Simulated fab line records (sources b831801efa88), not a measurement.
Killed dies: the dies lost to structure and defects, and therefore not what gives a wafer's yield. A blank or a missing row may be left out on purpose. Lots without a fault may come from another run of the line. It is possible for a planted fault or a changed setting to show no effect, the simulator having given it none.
fab line records	flow sky130
[record] lots = 5	wafers = 15	last-day = 50
route steps=708 shown CONTACT@422 METAL1@434 PAD_OPEN@708
lots untouched by any fault: they come from a run of this same line in which no faults occurred
start-h: start of the lot's first displayed wafer, in hours after the record's first day	wait-h: how many hours have passed since the lot's step before this one	" as in the row above	L1.1+2: several wafers, shown together as one row	- no value, or no start given	* or withheld: withheld	< > ~ a bound
route shown NAME@n: NAME is a module with steps in the file, n the number in the route of the first one	usual: average and standard deviation across the fault-free wafers	same: alike in all rows	chamber/n: place in a boat	sites: per-site readings	_std_site: how widely they spread, as a standard deviation	_edge_site: the outer-site mean with the inner-site mean subtracted	radius-mm: how far each site lies from the wafer's centre	mask NAME#n: copy n	behind: the most recent tool/chamber to have shaped the wafer	hold: why the lot was held/for how many hours/how that ended	device: transistor that didn't switch, given as n, p or np	end of line: the route-end tests of the same wafers	a step with no rows: only its recipe	killed: dies that structure and defects cost at the first sort, which is not the same as the wafer's yield	map: the dies of a wafer, with x for killed, . for not killed, _ for no die there
set.NAME: the run value of the setting; set.NAME@STEP: its run value at that earlier step	model.NAME: the simulator's own value behind a step, which no gauge read
certain route steps with their lots: each step a table, each wafer a row
services: from which hour (start-h, from the record's first day; less than 0 if before it) a tool's chamber was out of use, for how many hours, and why
[[steps]]
[step SKY_CONTACT_ETCH_16]
[recipe] chemistry = N2/H2	target = BARC	ion-energy-ev = 200	source-w = 482.4	bias-w = 100	pressure-mtorr = 30	n2-flow-sccm = 100	h2-flow-sccm = 200	stop-on = SiO2	time-s = 45.9	target-depth-a = 600
[step SKY_CONTACT_ETCH_17]
[recipe] target = SiO2	chemistry = C4F8/O2/Ar	stop-on = Si3N4	mask-material = KrF-thick	source-w = 1500	bias-w = 1200	pressure-mtorr = 40	c4f8-flow-sccm = withheld	O2_flow_sccm = 6	Ar_flow_sccm = 300	time-s = withheld	target-depth-a = 3400
[usual] chamber-pressure-mTorr = 40.00/0.036	oes-product-au = 0.891/0.0046
lot.wafer	tool	chamber	start-h	wait-h	chamber-pressure-mTorr	oes-product-au
L604.1	rie-diel-04	3	743.24	0.0	40.03	0.886
L604.4	"	0	"	"	40.00	0.892
L604.5	"	2	"	"	39.98	0.884
L614.3	rie-diel-04	0	834.06	0.0	40.01	0.892
L614.4	"	3	"	"	39.96	0.892
L614.5	"	2	"	"	39.99	0.891
L613.2	rie-diel-01	2	835.69	0.0	40.04	0.889
L613.3	"	1	"	"	39.98	0.892
L613.4	"	3	"	"	39.98	0.884
L624.2	rie-diel-01	2	900.27	0.0	39.98	0.895
L624.3	"	0	"	"	40.00	0.888
L624.5	"	1	"	"	40.05	0.894
L625.4	rie-diel-03	2	906.81	0.0	40.01	0.888
L625.5	"	2	"	"	40.07	0.897
L625.6	"	1	"	"	40.03	0.892
[step SKY_CONTACT_ETCH_18]
[recipe] target = Si3N4	chemistry = CHF3/O2	stop-on = TiN	source-w = 600	bias-w = 200	pressure-mtorr = 40	chf3-flow-sccm = 50	O2_flow_sccm = 5	time-s = 39	target-depth-a = 750
[step SKY_CONTACT_STRIP_19]
[recipe] chemistry = O2/N2	power-w = 1400	pressure-mtorr = 1500	platen-temp-c = withheld	o2-flow-sccm = 3000	n2-flow-sccm = 300	overash-fraction = 0.5
[usual] chamber-pressure-mTorr = 1499.9/1.3	drypump-motor-current-A = 5.4/0.61	oes-product-au = 0.381/0.005	strip-time-to-endpoint-s = 3.632/0.021
lot.wafer	tool	chamber	start-h	wait-h	chamber-pressure-mTorr	drypump-motor-current-A	oes-product-au	rf-hours-counter-h	strip-time-to-endpoint-s
L604.1	plasma-asher-03	1	743.33	-	1498.2	4.9	0.376	59	3.618
L604.4	"	1	"	"	1500.2	4.9	0.384	-	3.632
L604.5	"	0	"	"	1502.4	4.9	0.380	-	3.629
L614.3	plasma-asher-03	0	834.18	-	1500.2	4.9	0.382	-	3.606
L614.4	"	1	"	"	1499.9	4.9	0.389	-	3.617
L614.5	"	1	"	"	1498.3	4.9	0.383	-	3.631
L613.2	plasma-asher-02	0	835.78	-	1497.6	5.8	0.381	101	3.633
L613.3	"	0	"	"	1498.5	5.8	0.378	-	3.629
L613.4	"	1	"	"	1500.1	6.4	0.381	-	3.619
L624.2	plasma-asher-01	0	900.36	-	1499.5	6.0	0.376	13	3.660
L624.3	"	1	"	"	1501.1	4.9	0.374	-	3.619
L624.5	"	1	"	"	1498.8	5.0	0.382	-	3.638
L625.4	plasma-asher-03	1	906.93	-	1499.2	4.9	0.384	-	3.645
L625.5	"	1	"	"	1499.9	4.9	0.389	-	3.662
L625.6	"	0	"	"	1500.9	4.9	0.383	-	3.644
[step SKY_CONTACT_STRIP_20]
[recipe] chemistry = post-etch-residue-remover	time-s = 1200	temp-c = 72.5
[step SKY_CONTACT_CLEAN_21]
[recipe] chemistry = IPA	time-s = 180	temp-c = 25
[step SKY_CONTACT_CLEAN_22]
[recipe] chemistry = O3/DIW	dry = n2-spin
[step SKY_CONTACT_SPUTTER_23]
[recipe] material = TiN	target-thk-nm = 20	chamber-pressure-pa = 5	power-w = 4048	time-s = 80
[usual] chamber-pressure-pa = 5.000/0.0096	throttle-valve-pct = 29.6/1.1
lot.wafer	tool	chamber	start-h	wait-h	chamber-pressure-pa	throttle-valve-pct
L604.1	pvd-sputter-02	-	743.92	0.0	5.004	29.7
L604.4	"	-	"	"	4.996	31.8
L604.5	"	-	"	"	5.012	31.6
L614.3	pvd-sputter-01	-	834.75	0.0	5.009	29.0
L614.4	"	-	"	"	5.008	29.3
L614.5	"	-	"	"	5.000	30.2
L613.2	pvd-sputter-01	-	836.38	0.0	5.010	28.9
L613.3	"	-	"	"	5.006	30.6
L613.4	"	-	"	"	5.004	29.1
L624.2	pvd-sputter-01	-	900.96	0.0	4.992	30.4
L624.3	"	-	"	"	4.997	30.5
L624.5	"	-	"	"	4.986	30.2
L625.4	pvd-sputter-01	-	907.50	0.0	4.987	29.1
L625.5	"	-	"	"	4.999	29.3
L625.6	"	-	"	"	5.009	28.9
[step SKY_CONTACT_CVD_24]
[recipe] material = W	target-thk-nm = 340	time-s = 102.12	temp-c = 400	pressure-torr = 40
[usual] heater-power-w = 848/110
lot.wafer	tool	chamber	start-h	wait-h	heater-power-w
L604.1	cvd-w-01	0	743.99	0.0	842
L604.4	"	0	"	"	848
L604.5	"	0	"	"	838
L614.3	cvd-w-01	0	834.85	0.1	836
L614.4	"	1	"	"	729
L614.5	"	1	"	"	730
L613.2	cvd-w-01	1	836.44	0.0	770
L613.3	"	1	"	"	740
L613.4	"	0	"	"	851
L624.2	cvd-w-01	0	901.02	0.0	858
L624.3	"	1	"	"	741
L624.5	"	0	"	"	843
L625.4	cvd-w-01	0	907.60	0.1	831
L625.5	"	0	"	"	862
L625.6	"	1	"	"	736
[step SKY_CONTACT_RS_MEAS_25]
[recipe] thk-meas-gauge = four-point-probe	reads = W_of_CONTACT_CVD_24+TiN_of_CONTACT_SPUTTER_23
[usual] CONTACT_W_RS = 0.339/0.0036
lot.wafer	tool	chamber	start-h	wait-h	CONTACT_W_RS[ohm/sq]
L604.1	film-metro-04	-	744.10	0.1	0.345
L604.4	"	-	"	"	0.338
L604.5	"	-	"	"	0.341
L614.3	film-metro-04	-	834.96	0.1	0.345
L614.4	"	-	"	"	0.341
L614.5	"	-	"	"	0.341
L613.2	film-metro-01	-	836.57	0.1	0.336
L613.3	"	-	"	"	0.339
L613.4	"	-	"	"	0.340
L624.2	film-metro-04	-	901.15	0.1	0.338
L624.3	"	-	"	"	0.339
L624.5	"	-	"	"	0.339
L625.4	film-metro-04	-	907.73	0.1	0.345
L625.5	"	-	"	"	0.347
L625.6	"	-	"	"	0.344
[step SKY_CONTACT_THK_MEAS_26]
[recipe] thk-meas-gauge = xrf	reads = W_of_CONTACT_CVD_24
[usual] CONTACT_W_THK = 339/4.1
lot.wafer	tool	chamber	start-h	wait-h	CONTACT_W_THK[nm]
L604.1	film-metro-04	-	744.22	0.1	335
L604.4	"	-	"	"	344
L604.5	"	-	"	"	341
L614.3	film-metro-04	-	835.06	0.1	333
L614.4	"	-	"	"	340
L614.5	"	-	"	"	338
L613.2	film-metro-01	-	836.68	0.1	345
L613.3	"	-	"	"	339
L613.4	"	-	"	"	342
L624.2	film-metro-04	-	901.26	0.1	342
L624.3	"	-	"	"	339
L624.5	"	-	"	"	341
L625.4	film-metro-04	-	907.82	0.1	334
L625.5	"	-	"	"	332
L625.6	"	-	"	"	336
[step SKY_CONTACT_CMP_27]
[recipe] stop-on = SiO2	t-overpolish-s = 15	down-force-psi = 3.5	platen-rpm = 60	target-thk-nm = 0	pad-velocity-m-s = 0.94248
[step SKY_METAL1_SPUTTER_00]
[recipe] material = Ti	target-thk-nm = 15	power-w = 3000	time-s = 10	chamber-pressure-pa = 0.4
[usual] chamber-pressure-pa = 0.4001/0.00096	throttle-valve-pct = 29.3/0.81
lot.wafer	tool	chamber	start-h	wait-h	chamber-pressure-pa	throttle-valve-pct
L604.1	pvd-sputter-04	-	744.58	0.2	0.3980	28.9
L604.4	"	-	"	"	0.4010	29.1
L604.5	"	-	"	"	0.4010	29.4
L614.3	pvd-sputter-03	-	835.40	0.1	0.3850	30.2
L614.4	"	-	"	"	0.4008	29.2
L614.5	"	-	"	"	0.3986	28.9
L613.2	pvd-sputter-04	-	837.03	0.1	0.3994	29.2
L613.3	"	-	"	"	0.3990	29.6
L613.4	"	-	"	"	0.3987	27.1
L624.2	pvd-sputter-03	-	901.61	0.1	0.3987	30.3
L624.3	"	-	"	"	0.3993	29.0
L624.5	"	-	"	"	0.3989	29.1
L625.4	pvd-sputter-04	-	908.16	0.3	0.4001	29.2
L625.5	"	-	"	"	0.4007	27.0
L625.6	"	-	"	"	0.3998	29.0
[step SKY_METAL1_SPUTTER_01]
[recipe] material = TiN	target-thk-nm = 20	power-w = 6500	time-s = 16.7	chamber-pressure-pa = 0.4
[usual] chamber-pressure-pa = 0.3999/0.00078	throttle-valve-pct = 29.3/0.81
lot.wafer	tool	chamber	start-h	wait-h	chamber-pressure-pa	throttle-valve-pct
L604.1	pvd-sputter-04	-	744.60	0.0	0.3988	29.2
L604.4	"	-	"	"	0.3997	29.3
L604.5	"	-	"	"	0.4006	29.7
L614.3	pvd-sputter-03	-	835.42	0.0	0.3996	29.6
L614.4	"	-	"	"	0.4002	29.1
L614.5	"	-	"	"	0.3991	29.1
L613.2	pvd-sputter-04	-	837.06	0.0	0.3996	28.8
L613.3	"	-	"	"	0.3993	29.6
L613.4	"	-	"	"	0.3993	27.1
L624.2	pvd-sputter-03	-	901.63	0.0	0.4014	30.2
L624.3	"	-	"	"	0.4001	28.8
L624.5	"	-	"	"	0.4006	28.9
L625.4	pvd-sputter-04	-	908.19	0.0	0.3998	28.9
L625.5	"	-	"	"	0.3991	27.1
L625.6	"	-	"	"	0.4010	28.8
[step SKY_PAD_OPEN_PROBE_99]
[usual] defect-limited-yield = 82.4/1.9	killed_at_M0_to_M3 = 44/7.2	killed_at_M4_up = 3.2/1.8	killed-at-contacts = 24/5.4	killed-at-front-end = 15/4	killed-at-other = 0.3/0.56	killed-dies = 87/9.2	killed-open = 47/7.3	killed-short = 39/5.7	sort_bin_3_pad_short = 0.9/0.45	sort_bin_5_function = 10.6/1.5	sort_bin_6_memory = 6.2/1.1	sort-n-pass = 405/9.2	sort-yield-pct = 82.4/1.9
[same] gross-dies = 492	killed-at-back-side = 0	sort_bin_4_leakage[%] = 0	sort_bin_8_speed[%] = 0
lot.wafer	tool	chamber	start-h	wait-h	defect-limited-yield[%]	killed_at_M0_to_M3	killed_at_M4_up	killed-at-contacts	killed-at-front-end	killed-at-other	killed-dies	killed-open	killed-short	sort_bin_3_pad_short[%]	sort_bin_5_function[%]	sort_bin_6_memory[%]	sort-n-pass	sort-yield-pct[%]
L604.1	prober-02	-	1080.74	0.1	83.5	27	4	32	18	0	81	46	35	1.0	10.2	5.3	411	83.5
L604.4	prober-02	-	1080.89	0.2	79.1	48	5	26	24	0	103	61	42	0.6	13.8	6.5	389	79.1
L604.5	prober-02	-	1080.94	0.2	80.7	46	4	22	23	0	95	49	46	0.6	12.6	6.1	397	80.7
L614.3	prober-01	-	1147.67	0.2	81.1	47	6	28	12	0	93	56	37	0.8	12.8	5.3	399	81.1
L614.4	prober-01	-	1147.72	0.2	81.7	42	5	29	14	0	90	42	47	0.2	11.2	6.9	402	81.7
L614.5	prober-01	-	1147.77	0.2	81.3	44	2	28	18	0	92	46	44	1.6	10.4	6.7	400	81.3
L613.2	prober-02	-	1152.21	0.1	81.1	49	3	19	22	0	93	45	47	1.4	10.8	6.7	399	81.1
L613.3	prober-02	-	1152.26	0.2	83.5	45	5	17	14	0	81	38	43	1.2	9.6	5.7	411	83.5
L613.4	prober-02	-	1152.31	0.2	83.3	49	4	14	15	0	82	39	42	1.2	8.3	7.1	410	83.3
L624.2	prober-02	-	1191.69	0.1	86.6	29	2	20	14	1	66	36	30	0.8	7.5	5.1	426	86.6
L624.3	prober-02	-	1191.74	0.2	82.7	40	7	21	17	0	85	35	50	0.8	10.0	6.5	407	82.7
L624.5	prober-02	-	1191.84	0.2	82.5	44	0	25	17	0	86	50	36	1.0	11.4	5.1	406	82.5
L625.4	prober-01	-	1196.38	0.2	80.5	57	2	25	11	1	96	43	51	1.0	12.0	6.5	396	80.5
L625.5	prober-01	-	1196.43	0.2	81.9	44	3	23	19	0	89	51	36	0.6	11.6	5.9	403	81.9
L625.6	prober-01	-	1196.48	0.2	82.7	54	1	13	17	0	85	42	41	0.6	9.3	7.3	407	82.7
// killed by level:class
L604.1 LI_CONTACT:geometric-particle:open=11 FIELD_ISO:geometric-particle:open=7 CONTACT:geometric-particle:open=7 LI_CONTACT:geometric-particle:short=6 CONTACT:geometric-particle:short=6 VIA2:geometric-particle:open=6 VIA1:geometric-particle:open=5 POLY_GATE:geometric-particle:short=4
L604.4 VIA3:geometric-particle:open=12 CONTACT:geometric-particle:open=10 VIA1:geometric-particle:open=10 METAL2:geometric-particle:short=8 VIA2:geometric-particle:open=7 FIELD_ISO:geometric-particle:open=6 POLY_GATE:geometric-particle:open=6 FIELD_ISO:geometric-particle:short=5
L604.5 VIA1:geometric-particle:open=15 CONTACT:geometric-particle:open=10 POLY_GATE:geometric-particle:short=8 FIELD_ISO:geometric-particle:short=6 METAL2:geometric-particle:short=6 LOCAL_INTERCONNECT:geometric-particle:short=5 FIELD_ISO:geometric-particle:open=4 VIA1:geometric-particle:short=4
L614.3 VIA1:geometric-particle:open=14 CONTACT:geometric-particle:open=9 LI_CONTACT:geometric-particle:open=8 VIA2:geometric-particle:open=8 METAL2:geometric-particle:short=8 POLY_GATE:geometric-particle:open=5 LOCAL_INTERCONNECT:geometric-particle:short=5 VIA3:geometric-particle:open=5
L614.4 LI_CONTACT:geometric-particle:open=9 VIA1:geometric-particle:open=9 LOCAL_INTERCONNECT:geometric-particle:short=8 VIA3:geometric-particle:short=7 CONTACT:geometric-particle:open=7 VIA1:geometric-particle:short=7 FIELD_ISO:geometric-particle:short=5 METAL4:geometric-particle:short=5
L614.5 VIA1:geometric-particle:open=17 CONTACT:geometric-particle:short=7 CONTACT:geometric-particle:open=6 FIELD_ISO:geometric-particle:open=5 METAL2:geometric-particle:short=5 LOCAL_INTERCONNECT:geometric-particle:short=5 LI_CONTACT:geometric-particle:short=4 LI_CONTACT:geometric-particle:open=4
L613.2 VIA1:geometric-particle:open=11 METAL2:geometric-particle:short=7 LI_CONTACT:geometric-particle:open=6 METAL1:geometric-particle:short=6 FIELD_ISO:geometric-particle:short=5 POLY_GATE:geometric-particle:short=5 POLY_GATE:geometric-particle:open=5 CONTACT:geometric-particle:open=5
L613.3 METAL1:geometric-particle:short=9 VIA1:geometric-particle:open=8 VIA2:geometric-particle:open=8 METAL2:geometric-particle:short=7 CONTACT:geometric-particle:open=6 VIA3:geometric-particle:open=5 POLY_GATE:geometric-particle:short=4 LI_CONTACT:geometric-particle:open=4
L613.4 VIA1:geometric-particle:open=9 VIA3:geometric-particle:open=9 FIELD_ISO:geometric-particle:short=7 VIA2:geometric-particle:open=7 VIA1:geometric-particle:short=6 CONTACT:geometric-particle:open=6 METAL2:geometric-particle:short=5 VIA2:geometric-particle:short=4
L624.2 CONTACT:geometric-particle:open=7 LI_CONTACT:geometric-particle:open=6 VIA1:geometric-particle:open=6 VIA2:geometric-particle:open=5 CONTACT:geometric-particle:short=4 METAL3:geometric-particle:short=4 FIELD_ISO:geometric-particle:short=3 POLY_GATE:geometric-particle:open=3
L624.3 CONTACT:geometric-particle:open=9 VIA3:geometric-particle:open=8 METAL1:geometric-particle:short=7 VIA1:geometric-particle:short=7 LOCAL_INTERCONNECT:geometric-particle:short=6 METAL4:geometric-particle:short=6 POLY_GATE:geometric-particle:short=5 LI_CONTACT:geometric-particle:open=4
L624.5 LI_CONTACT:geometric-particle:open=13 VIA1:geometric-particle:open=13 VIA2:geometric-particle:open=11 LOCAL_INTERCONNECT:geometric-particle:short=5 METAL3:geometric-particle:short=5 SPACER:geometric-particle:short=4 CONTACT:geometric-particle:short=4 VIA3:geometric-particle:short=4
L625.4 METAL1:geometric-particle:short=16 VIA1:geometric-particle:open=12 CONTACT:geometric-particle:open=9 LI_CONTACT:geometric-particle:open=7 VIA3:geometric-particle:open=7 CONTACT:geometric-particle:short=6 METAL2:geometric-particle:short=6 VIA3:geometric-particle:short=6
L625.5 VIA3:geometric-particle:open=13 VIA1:geometric-particle:open=8 FIELD_ISO:geometric-particle:open=6 CONTACT:geometric-particle:open=6 LI_CONTACT:geometric-particle:open=6 CONTACT:geometric-particle:short=6 METAL2:geometric-particle:short=5 VIA3:geometric-particle:short=5
L625.6 VIA1:geometric-particle:open=10 VIA3:geometric-particle:open=10 METAL2:geometric-particle:short=7 VIA1:geometric-particle:short=7 CONTACT:geometric-particle:open=6 METAL1:geometric-particle:short=5 FIELD_ISO:geometric-particle:short=4 CONTACT:geometric-particle:short=4
[[services]]
tool	chamber	start-h	hours	kind
pvd-sputter-03	-	725.06	9.8	repair
rie-diel-01	-	733.04	2.8	pm
plasma-asher-01	-	733.81	9.0	pm
plasma-asher-01	0	733.81	9.0	vent-cycle
plasma-asher-01	1	733.81	9.0	vent-cycle
plasma-asher-01	-	734.19	2.3	repair
rie-diel-01	-	745.42	14.6	pm
plasma-asher-02	-	750.01	33.2	pm
rie-diel-04	2	754.72	5.6	repair
pvd-sputter-04	-	756.36	5.1	repair
rie-diel-01	3	761.38	5.8	repair
pvd-sputter-01	-	767.72	4.1	repair
pvd-sputter-02	-	813.11	4.5	repair
plasma-asher-02	-	814.63	0.8	repair
plasma-asher-02	-	817.97	0.9	repair
pvd-sputter-03	-	821.82	2.6	repair
pvd-sputter-01	-	828.51	3.0	repair
pvd-sputter-03	-	831.59	0.9	repair
rie-diel-04	1	844.44	16.2	repair
plasma-asher-01	-	849.03	28.1	pm
rie-diel-03	2	851.01	8.0	repair
rie-diel-01	0	878.28	12.3	repair
rie-diel-03	0	887.95	4.0	repair
rie-diel-03	0	907.70	4.6	repair
[[key]]
[first-sign] step = SKY_METAL1_SPUTTER_00	reading = chamber-pressure-pa	direction = down	sigmas = 16	usual = 0.4001	struck = 0.3850
effect none on later readings
met-at SKY_METAL1_SPUTTER_00
struck-wafers L614.3
[fault] kind = process-parameter-drift	tool = pvd-sputter-03	chamber = -	onset-h = 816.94	steps = SKY_METAL1_SPUTTER_00	channel = chamber-pressure-pa	offset = -0.014943	shape = step	end-h = 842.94	acts-in = these-recipes-only	stated = 0.4	scope = struck-wafers-only
